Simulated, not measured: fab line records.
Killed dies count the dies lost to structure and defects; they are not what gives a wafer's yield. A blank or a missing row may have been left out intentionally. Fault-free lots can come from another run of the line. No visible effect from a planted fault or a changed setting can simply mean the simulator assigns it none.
fab line records	flow sky130
record: lots: 6	wafers: 18	last_day: 50
route steps=708 shown VIA3@586 METAL4@598 PAD_OPEN@708
lots with no fault: from the same line, run without faults
start_h: hours from the record's first day to the start of the lot's first wafer shown	wait_h: time in hours since the lot's previous step	" identical to the entry in the row above	L1.1+2: a single row standing in for several wafers	- no value, or no start was given	* or withheld: withheld	< > ~ a bound
route shown NAME@n: a module of which the file shows steps, and the number in the route of the first	usual: average and standard deviation across the fault-free wafers	same: alike in all rows	chamber/n: place in a boat	sites: each site's reading	_std_site: their standard deviation	_edge_site: outer sites' mean less inner sites'	radius_mm: for every site, how far away it sits from the centre of the wafer	mask NAME#n: copy n	behind: the tool/chamber that last shaped the wafer	hold: why the lot went on hold/how many hours it stayed there/how the hold came to an end	device: names the non-switching transistor (n, p or np)	end of line: tests run on the same wafers once the route is complete	a step without rows: its recipe alone	killed: count of dies lost to structure and defects at first sort (not the wafer's yield)	map: per-die view of a wafer (x killed, . not killed, _ where there is no die)
set.NAME: the run value of the setting; set.NAME@STEP: its run value at that earlier step	model.NAME: the simulator's own value behind a step, which no gauge read
a table for each step, a row for each wafer; lots at some steps of the route
services: from which hour (start_h, from the record's first day; less than 0 if before it) a tool's chamber was out of use, for how many hours, and why
== steps ==
step: SKY_VIA3_OVL_MEAS_13
usual: VIA3_OVL: 0/5.6
lot.wafer	tool	chamber	start_h	wait_h	VIA3_OVL[nm]
L810.2	overlay-01	-	919.49	0.1	-8
L810.4	"	-	"	"	-10
L810.6	"	-	"	"	-13
L813.2	overlay-02	-	941.69	0.1	-4
L813.4	"	-	"	"	0
L813.5	"	-	"	"	0
L825.1	overlay-01	-	1039.74	0.1	2
L825.3	"	-	"	"	2
L825.4	"	-	"	"	-6
L828.2	overlay-01	-	1056.82	0.1	1
L828.5	"	-	"	"	-1
L828.6	"	-	"	"	-3
L830.3	overlay-01	-	1063.70	0.1	5
L830.4	"	-	"	"	0
L830.5	"	-	"	"	1
L832.4	overlay-01	-	1069.86	0.1	-1
L832.5	"	-	"	"	3
L832.6	"	-	"	"	0
step: SKY_VIA3_ETCH_14
recipe: chemistry: N2/H2	target: BARC	ion_energy_ev: 200	source_w: 500	bias_w: 100	pressure_mtorr: 30	n2_flow_sccm: 100	h2_flow_sccm: 200	stop_on: SiO2	time_s: 45.9	target_depth_a: 600
step: SKY_VIA3_ETCH_15
recipe: target: SiO2	chemistry: C4F8/O2/Ar	target_depth_nm: 507	stop_on: TiN	mask_material: KrF-thick	source_w: 1500	bias_w: 1200	pressure_mtorr: 40	c4f8_flow_sccm: withheld	O2_flow_sccm: 6	Ar_flow_sccm: 300	time_s: 78
usual: bias_w: 1200/3.5	oes_product_au: 0.947/0.0041
lot.wafer	tool	chamber	start_h	wait_h	bias_w	oes_product_au	rf_hours_counter_h
L810.2	rie_diel-04	1	919.56	0.0	1199	0.944	12
L810.4	"	3	"	"	1203	0.948	21
L810.6	"	0	"	"	1204	0.944	-
L813.2	rie_diel-03	0	941.77	0.0	1197	0.947	11
L813.4	"	1	"	"	1198	0.942	-
L813.5	"	0	"	"	1195	0.946	-
L825.1	rie_diel-04	3	1039.82	0.0	1202	0.939	26
L825.3	"	2	"	"	1204	0.943	25
L825.4	"	0	"	"	1195	0.942	7
L828.2	rie_diel-03	3	1056.90	0.0	1201	0.951	17
L828.5	"	1	"	"	1203	0.954	-
L828.6	"	2	"	"	1205	0.956	-
L830.3	rie_diel-04	2	1063.76	0.0	1198	0.947	26
L830.4	"	0	"	"	1200	0.952	8
L830.5	"	1	"	"	1213	0.941	-
L832.4	rie_diel-02	2	1069.92	0.0	1211	0.947	14
L832.5	"	2	"	"	1199	0.944	-
L832.6	"	1	"	"	1203	0.954	-
step: SKY_VIA3_STRIP_16
recipe: chemistry: O2/N2	power_w: 1400	pressure_mtorr: 1500	platen_temp_c: withheld	o2_flow_sccm: 3000	n2_flow_sccm: 300	overash_fraction: 0.5
usual: drypump_motor_current_A: 5.98/0.24	oes_product_au: 0.402/0.0046	strip_time_to_endpoint_s: 4.125/0.022
lot.wafer	tool	chamber	start_h	wait_h	drypump_motor_current_A	oes_product_au	rf_hours_counter_h	strip_time_to_endpoint_s
L810.2	plasma_asher-01	1	919.62	0.0	6.07	0.392	110	4.109
L810.4	"	0	"	"	6.14	0.407	-	4.134
L810.6	"	0	"	"	6.16	0.406	-	4.142
L813.2	plasma_asher-01	1	941.83	0.0	6.08	0.406	112	4.102
L813.4	"	0	"	"	6.14	0.397	-	4.111
L813.5	"	0	"	"	6.12	0.405	-	4.111
L825.1	plasma_asher-01	1	1039.88	0.0	6.10	0.405	122	4.092
L825.3	"	1	"	"	6.12	0.407	-	4.136
L825.4	"	0	"	"	6.14	0.400	-	4.127
L828.2	plasma_asher-02	0	1056.96	0.0	5.94	0.394	63	4.136
L828.5	"	0	"	"	5.93	0.401	-	4.108
L828.6	"	1	"	"	5.59	0.398	-	4.091
L830.3	plasma_asher-04	1	1063.86	0.1	6.29	0.404	-	4.138
L830.4	"	0	"	"	6.03	0.399	-	4.084
L830.5	"	1	"	"	6.31	0.399	-	4.099
L832.4	plasma_asher-01	1	1070.01	0.1	6.15	0.400	-	4.162
L832.5	"	1	"	"	6.12	0.406	-	4.127
L832.6	"	0	"	"	6.17	0.402	-	4.100
step: SKY_VIA3_STRIP_17
recipe: chemistry: post_etch_residue_remover	time_s: 1200	temp_c: 72.5
step: SKY_VIA3_CLEAN_18
recipe: chemistry: IPA	time_s: 180	temp_c: 25
step: SKY_VIA3_CLEAN_19
recipe: chemistry: O3/DIW	dry: n2_spin
step: SKY_VIA3_SPUTTER_20
recipe: material: TiN	target_thk_nm: 20	chamber_pressure_pa: 4.845	power_w: 4000	time_s: 80
usual: throttle_valve_pct: 29.7/1
lot.wafer	tool	chamber	start_h	wait_h	throttle_valve_pct
L810.2	pvd_sputter-02	-	920.25	0.0	30.8
L810.4	"	-	"	"	29.1
L810.6	"	-	"	"	30.8
L813.2	pvd_sputter-01	-	942.43	0.0	30.6
L813.4	"	-	"	"	28.6
L813.5	"	-	"	"	30.7
L825.1	pvd_sputter-03	-	1040.96	0.0	29.8
L825.3	"	-	"	"	28.1
L825.4	"	-	"	"	28.4
L828.2	pvd_sputter-03	-	1057.55	0.0	28.2
L828.5	"	-	"	"	28.4
L828.6	"	-	"	"	28.3
L830.3	pvd_sputter-03	-	1064.51	0.0	27.9
L830.4	"	-	"	"	28.2
L830.5	"	-	"	"	28.6
L832.4	pvd_sputter-01	-	1070.59	0.0	30.8
L832.5	"	-	"	"	30.3
L832.6	"	-	"	"	30.8
step: SKY_VIA3_CVD_21
recipe: material: W	target_thk_nm: 390	time_s: 117.31	temp_c: 400	pressure_torr: 40
step: SKY_VIA3_RS_MEAS_22
recipe: thk_meas_gauge: four-point-probe	reads: W_of_VIA3_CVD_21+TiN_of_VIA3_SPUTTER_20
usual: VIA3_W_RS: 0.297/0.0034
lot.wafer	tool	chamber	start_h	wait_h	VIA3_W_RS[ohm/sq]
L810.2	film_metro-03	-	920.46	0.1	0.295
L810.4	"	-	"	"	0.298
L810.6	"	-	"	"	0.297
L813.2	film_metro-01	-	942.64	0.1	0.294
L813.4	"	-	"	"	0.296
L813.5	"	-	"	"	0.296
L825.1	film_metro-02	-	1041.14	0.1	0.300
L825.3	"	-	"	"	0.300
L825.4	"	-	"	"	0.302
L828.2	film_metro-03	-	1057.75	0.1	0.291
L828.5	"	-	"	"	0.291
L828.6	"	-	"	"	0.292
L830.3	film_metro-02	-	1064.73	0.1	0.293
L830.4	"	-	"	"	0.296
L830.5	"	-	"	"	0.295
L832.4	film_metro-01	-	1070.83	0.1	0.294
L832.5	"	-	"	"	0.293
L832.6	"	-	"	"	0.293
step: SKY_VIA3_THK_MEAS_23
recipe: thk_meas_gauge: xrf	reads: W_of_VIA3_CVD_21
usual: VIA3_W_THK: 401/6.3
lot.wafer	tool	chamber	start_h	wait_h	VIA3_W_THK[nm]
L810.2	film_metro-03	-	920.57	0.1	407
L810.4	"	-	"	"	409
L810.6	"	-	"	"	403
L813.2	film_metro-01	-	942.75	0.1	404
L813.4	"	-	"	"	407
L813.5	"	-	"	"	404
L825.1	film_metro-02	-	1041.26	0.1	395
L825.3	"	-	"	"	395
L825.4	"	-	"	"	394
L828.2	film_metro-03	-	1057.86	0.1	408
L828.5	"	-	"	"	407
L828.6	"	-	"	"	406
L830.3	film_metro-02	-	1064.83	0.1	405
L830.4	"	-	"	"	401
L830.5	"	-	"	"	402
L832.4	film_metro-01	-	1070.92	0.1	406
L832.5	"	-	"	"	402
L832.6	"	-	"	"	408
step: SKY_VIA3_CMP_24
recipe: stop_on: SiO2	t_overpolish_s: 20	down_force_psi: 3.5	platen_rpm: 60	target_thk_nm: 0	pad_velocity_m_s: 0.94248
usual: motor_current_A: 10.5/1	overpolish_run_s: 20.000/0.0083	time_to_endpoint_s: 94/3.9
lot.wafer	tool	chamber	start_h	wait_h	motor_current_A	overpolish_run_s	time_to_endpoint_s
L810.4	cmp-02	2	920.67	0.1	9.0	19.999	97
L810.2	"	0	"	"	10.0	20.000	101
L810.6	"	2	"	"	9.0	20.009	95
L813.2	cmp-01	1	942.80	0.0	12.2	20.000	95
L813.4	"	2	"	"	12.2	20.007	94
L813.5	"	2	"	"	11.8	19.997	88
L825.3	cmp-02	3	1041.52	0.2	10.4	20.004	101
L825.1	"	0	"	"	9.7	19.988	96
L825.4	"	1	"	"	10.8	20.014	93
L828.2	cmp-01	3	1057.96	0.1	10.0	20.000	94
L828.6	"	2	"	"	12.4	20.006	91
L828.5	"	3	"	"	9.9	20.014	97
L830.3	cmp-02	1	1064.88	0.0	11.6	20.012	99
L830.4	"	2	"	"	9.1	19.993	99
L830.5	"	2	"	"	9.0	19.994	101
L832.4	cmp-01	1	1071.00	0.1	11.7	20.012	95
L832.6	"	0	"	"	10.1	19.994	85
L832.5	"	1	"	"	11.7	19.998	95
step: SKY_METAL4_SPUTTER_00
recipe: material: Ti	target_thk_nm: 15	power_w: 3000	time_s: 10	chamber_pressure_pa: 0.4
usual: throttle_valve_pct: 29.8/0.86
lot.wafer	tool	chamber	start_h	wait_h	throttle_valve_pct	model.Ti_of_METAL4_SPUTTER_00.thk_nm
L810.2	pvd_sputter-04	-	920.92	0.1	27.6	14.86
L810.4	"	-	"	"	30.0	14.87
L810.6	"	-	"	"	29.8	14.71
L813.2	pvd_sputter-02	-	943.10	0.2	30.5	14.94
L813.4	"	-	"	"	29.5	14.82
L813.5	"	-	"	"	30.4	14.82
L825.1	pvd_sputter-04	-	1041.77	0.1	29.8	19.27
L825.3	"	-	"	"	28.0	19.14
L825.4	"	-	"	"	30.1	19.31
L828.2	pvd_sputter-04	-	1058.21	0.2	30.0	19.44
L828.5	"	-	"	"	29.9	19.51
L828.6	"	-	"	"	29.9	19.41
L830.3	pvd_sputter-02	-	1065.18	0.2	30.5	14.58
L830.4	"	-	"	"	30.4	14.74
L830.5	"	-	"	"	30.7	14.69
L832.4	pvd_sputter-02	-	1071.25	0.2	30.2	15.14
L832.5	"	-	"	"	29.1	14.95
L832.6	"	-	"	"	30.5	15.14
step: SKY_METAL4_SPUTTER_01
recipe: material: TiN	target_thk_nm: 20	power_w: 6500	time_s: 16.7	chamber_pressure_pa: 0.4
usual: throttle_valve_pct: 29.8/0.87
lot.wafer	tool	chamber	start_h	wait_h	throttle_valve_pct
L810.2	pvd_sputter-04	-	920.94	0.0	28.0
L810.4	"	-	"	"	30.1
L810.6	"	-	"	"	29.9
L813.2	pvd_sputter-02	-	943.12	0.0	30.6
L813.4	"	-	"	"	29.2
L813.5	"	-	"	"	30.4
L825.1	pvd_sputter-04	-	1041.79	0.0	29.7
L825.3	"	-	"	"	27.7
L825.4	"	-	"	"	29.8
L828.2	pvd_sputter-04	-	1058.23	0.0	30.1
L828.5	"	-	"	"	29.6
L828.6	"	-	"	"	30.3
L830.3	pvd_sputter-02	-	1065.20	0.0	30.4
L830.4	"	-	"	"	30.5
L830.5	"	-	"	"	30.7
L832.4	pvd_sputter-02	-	1071.27	0.0	30.7
L832.5	"	-	"	"	29.2
L832.6	"	-	"	"	30.2
step: SKY_PAD_OPEN_PROBE_99
usual: defect_limited_yield: 82.5/1.9	killed_at_M0_to_M3: 44/7.3	killed_at_M4_up: 3.1/1.9	killed_at_contacts: 24/5.3	killed_at_front_end: 15/4	killed_at_other: 0.4/0.6	killed_dies: 86/9.2	killed_open: 47/6.9	killed_short: 39/6.9	sort_bin_3_pad_short: 0.8/0.41	sort_bin_5_function: 10.6/1.5	sort_bin_6_memory: 6.1/1.1	sort_n_pass: 406/9.2	sort_yield_pct: 82.5/1.9
same: gross_dies: 492	killed_at_back_side: 0	sort_bin_4_leakage[%]: 0	sort_bin_8_speed[%]: 0
lot.wafer	tool	chamber	start_h	wait_h	defect_limited_yield[%]	killed_at_M0_to_M3	killed_at_M4_up	killed_at_contacts	killed_at_front_end	killed_at_other	killed_dies	killed_open	killed_short	sort_bin_3_pad_short[%]	sort_bin_5_function[%]	sort_bin_6_memory[%]	sort_n_pass	sort_yield_pct[%]
L810.2	prober-02	-	1067.78	0.1	79.3	66	2	17	15	2	102	55	47	0.8	12.4	7.5	390	79.3
L810.4	prober-02	-	1067.88	0.2	80.1	46	2	27	23	0	98	61	37	1.0	12.6	6.3	394	80.1
L810.6	prober-02	-	1067.98	0.2	83.1	46	4	20	12	1	83	54	29	0.8	10.0	6.1	409	83.1
L813.2	prober-01	-	1085.83	0.1	85.4	30	5	26	9	2	72	43	27	0.2	10.2	4.3	420	85.4
L813.4	prober-01	-	1085.93	0.2	83.9	34	3	24	15	3	79	46	32	0.4	10.6	5.1	413	83.9
L813.5	prober-01	-	1085.98	0.2	82.3	45	7	20	15	0	87	46	41	0.6	11.2	5.9	405	82.3
L825.1	prober-01	-	1170.40	0.1	83.5	36	4	25	16	0	81	39	42	1.2	9.1	6.1	411	83.5
L825.3	prober-01	-	1170.50	0.2	84.6	38	0	23	15	0	76	45	31	0.6	8.5	6.3	416	84.6
L825.4	prober-01	-	1170.55	0.2	83.5	37	2	20	21	1	81	47	33	0.8	9.3	6.3	411	83.5
L828.2	prober-01	-	1179.59	0.1	82.3	38	3	30	16	0	87	42	45	0.8	10.6	6.3	405	82.3
L828.5	prober-01	-	1179.74	0.2	80.7	54	4	23	14	0	95	40	55	2.0	10.6	6.7	397	80.7
L828.6	prober-01	-	1179.79	0.2	81.7	36	3	24	27	0	90	40	50	0.6	10.8	6.9	402	81.7
L830.3	prober-02	-	1186.20	0.2	82.7	43	2	30	10	0	85	51	34	1.4	10.4	5.5	407	82.7
L830.4	prober-02	-	1186.25	0.2	86.0	45	3	14	7	0	69	44	25	1.0	7.9	5.1	423	86.0
L830.5	prober-02	-	1186.30	0.2	82.9	42	3	19	19	1	84	41	42	0.8	9.1	7.1	408	82.9
L832.4	prober-02	-	1190.92	0.2	82.1	48	2	20	17	1	88	48	40	0.6	10.2	7.1	404	82.1
L832.5	prober-02	-	1190.97	0.2	79.5	51	6	22	22	0	101	67	34	0.6	12.0	7.9	391	79.5
L832.6	prober-02	-	1191.02	0.2	82.5	58	2	15	11	0	86	55	31	1.0	11.0	5.5	406	82.5
killed by level:class
L810.2 VIA1:geometric_particle:open=19 VIA2:geometric_particle:open=9 METAL3:geometric_particle:short=7 LI_CONTACT:geometric_particle:open=7 VIA3:geometric_particle:open=6 VIA2:geometric_particle:short=6 VIA3:geometric_particle:short=6 CONTACT:geometric_particle:open=5
L810.4 VIA1:geometric_particle:open=13 LI_CONTACT:geometric_particle:open=11 CONTACT:geometric_particle:open=10 FIELD_ISO:geometric_particle:open=8 VIA2:geometric_particle:open=8 FIELD_ISO:geometric_particle:short=6 VIA1:geometric_particle:short=6 VIA3:geometric_particle:open=5
L810.6 VIA1:geometric_particle:open=13 VIA3:geometric_particle:open=9 CONTACT:geometric_particle:open=8 VIA2:geometric_particle:open=7 LI_CONTACT:geometric_particle:open=6 POLY_GATE:geometric_particle:short=5 VIA1:geometric_particle:short=5 LOCAL_INTERCONNECT:geometric_particle:short=4
L813.2 CONTACT:geometric_particle:open=11 LI_CONTACT:geometric_particle:open=6 VIA1:geometric_particle:open=6 VIA3:geometric_particle:open=6 LOCAL_INTERCONNECT:geometric_particle:short=4 FIELD_ISO:geometric_particle:open=3 POLY_GATE:geometric_particle:open=3 METAL1:geometric_particle:short=3
L813.4 LI_CONTACT:geometric_particle:open=10 VIA1:geometric_particle:open=9 CONTACT:geometric_particle:open=6 VIA3:geometric_particle:open=6 METAL2:geometric_particle:short=5 FIELD_ISO:geometric_particle:short=4 FIELD_ISO:geometric_particle:open=4 CONTACT:geometric_particle:short=4
L813.5 VIA2:geometric_particle:open=12 VIA1:geometric_particle:open=12 CONTACT:geometric_particle:open=9 FIELD_ISO:geometric_particle:short=6 METAL3:geometric_particle:short=6 METAL4:geometric_particle:short=6 LI_CONTACT:geometric_particle:open=5 METAL1:geometric_particle:short=5
L825.1 LI_CONTACT:geometric_particle:open=8 VIA1:geometric_particle:open=8 CONTACT:geometric_particle:short=7 POLY_GATE:geometric_particle:open=6 METAL2:geometric_particle:short=6 CONTACT:geometric_particle:open=5 METAL1:geometric_particle:short=5 VIA1:geometric_particle:short=4
L825.3 VIA1:geometric_particle:open=12 CONTACT:geometric_particle:open=8 LI_CONTACT:geometric_particle:open=5 LI_CONTACT:geometric_particle:short=5 VIA2:geometric_particle:open=5 VIA1:geometric_particle:short=4 METAL2:geometric_particle:short=4 VIA2:geometric_particle:short=4
L825.4 VIA1:geometric_particle:open=10 METAL1:geometric_particle:short=9 FIELD_ISO:geometric_particle:open=8 CONTACT:geometric_particle:open=8 LI_CONTACT:geometric_particle:open=7 VIA3:geometric_particle:open=5 FIELD_ISO:geometric_particle:short=4 VIA2:geometric_particle:open=4
L828.2 CONTACT:geometric_particle:open=11 CONTACT:geometric_particle:short=10 VIA3:geometric_particle:open=8 METAL1:geometric_particle:short=6 FIELD_ISO:geometric_particle:short=5 LI_CONTACT:geometric_particle:open=5 METAL3:geometric_particle:short=5 VIA3:geometric_particle:short=5
L828.5 CONTACT:geometric_particle:open=13 METAL2:geometric_particle:short=12 METAL1:geometric_particle:short=10 VIA3:geometric_particle:open=7 VIA2:geometric_particle:open=6 FIELD_ISO:geometric_particle:short=5 LOCAL_INTERCONNECT:geometric_particle:short=4 VIA1:geometric_particle:open=4
L828.6 METAL1:geometric_particle:short=8 FIELD_ISO:geometric_particle:open=7 FIELD_ISO:geometric_particle:short=7 POLY_GATE:geometric_particle:short=6 CONTACT:geometric_particle:open=6 LI_CONTACT:geometric_particle:open=6 VIA1:geometric_particle:open=6 CONTACT:geometric_particle:short=5
L830.3 VIA1:geometric_particle:open=11 CONTACT:geometric_particle:open=10 VIA2:geometric_particle:open=9 LI_CONTACT:geometric_particle:open=8 VIA2:geometric_particle:short=5 POLY_GATE:geometric_particle:open=4 LOCAL_INTERCONNECT:geometric_particle:short=4 CONTACT:geometric_particle:short=4
L830.4 VIA1:geometric_particle:open=10 VIA3:geometric_particle:open=9 VIA2:geometric_particle:open=5 METAL1:geometric_particle:short=5 FIELD_ISO:geometric_particle:open=4 LI_CONTACT:geometric_particle:open=4 METAL2:geometric_particle:short=4 LI_CONTACT:geometric_particle:short=3
L830.5 VIA1:geometric_particle:open=12 POLY_GATE:geometric_particle:short=9 CONTACT:geometric_particle:open=7 LI_CONTACT:geometric_particle:open=6 METAL2:geometric_particle:short=6 VIA2:geometric_particle:open=6 FIELD_ISO:geometric_particle:open=4 METAL1:geometric_particle:short=4
L832.4 VIA1:geometric_particle:open=12 LI_CONTACT:geometric_particle:open=8 METAL2:geometric_particle:short=6 VIA2:geometric_particle:open=6 VIA3:geometric_particle:open=6 FIELD_ISO:geometric_particle:short=5 CONTACT:geometric_particle:short=4 METAL3:geometric_particle:short=4
L832.5 VIA2:geometric_particle:open=15 VIA1:geometric_particle:open=11 CONTACT:geometric_particle:open=9 FIELD_ISO:geometric_particle:open=7 METAL2:geometric_particle:short=7 SPACER:geometric_particle:open=6 LI_CONTACT:geometric_particle:open=6 CONTACT:geometric_particle:short=5
L832.6 VIA1:geometric_particle:open=20 VIA3:geometric_particle:open=10 VIA2:geometric_particle:open=6 VIA2:geometric_particle:short=5 LI_CONTACT:geometric_particle:open=5 FIELD_ISO:geometric_particle:open=4 POLY_GATE:geometric_particle:open=4 LOCAL_INTERCONNECT:geometric_particle:short=4
== services ==
tool	chamber	start_h	hours	kind
cmp-01	-	901.02	4.5	pm
pvd_sputter-04	0	904.44	-	consumable_replace:kit
pvd_sputter-04	0	904.44	18.0	scheduled_down
pvd_sputter-04	0	904.44	18.0	vent_cycle
cmp-01	-	916.20	4.0	pm
pvd_sputter-01	-	924.06	0.8	repair
rie_diel-03	1	929.94	2.6	repair
pvd_sputter-03	-	931.83	0.7	repair
rie_diel-03	2	938.16	6.9	repair
pvd_sputter-04	-	942.47	0.9	repair
pvd_sputter-02	-	951.73	0.9	repair
pvd_sputter-04	-	962.60	4.6	repair
pvd_sputter-03	-	965.03	1.2	repair
rie_diel-04	2	965.78	16.1	repair
cmp-01	-	1018.51	1.3	repair
rie_diel-02	1	1026.41	9.4	repair
pvd_sputter-02	1	1027.52	-	consumable_replace:kit
pvd_sputter-02	1	1027.52	18.0	scheduled_down
pvd_sputter-02	1	1027.52	18.0	vent_cycle
pvd_sputter-03	-	1035.44	1.0	repair
rie_diel-04	-	1051.01	0.2	repair
rie_diel-02	-	1052.24	15.6	pm
plasma_asher-01	-	1055.25	9.0	pm
pvd_sputter-01	-	1066.16	3.6	repair
== key ==
first_sign none at tools or gauges
model_effect: step: SKY_METAL4_SPUTTER_00	value: Ti_of_METAL4_SPUTTER_00.thk_nm	without: 15.02	struck: 19.35
met_at SKY_METAL4_SPUTTER_00
struck_wafers L825.1,L825.3,L825.4,L828.2,L828.5,L828.6
onset_between 920.92 1041.77
fault: kind: process_parameter_drift	tool: pvd_sputter-04	chamber: -	onset_h: 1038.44	steps: SKY_METAL4_SPUTTER_00	channel: target_thk_nm	offset: 4.3259	shape: step	end_h: 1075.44	acts_in: these_recipes_only	stated: 15
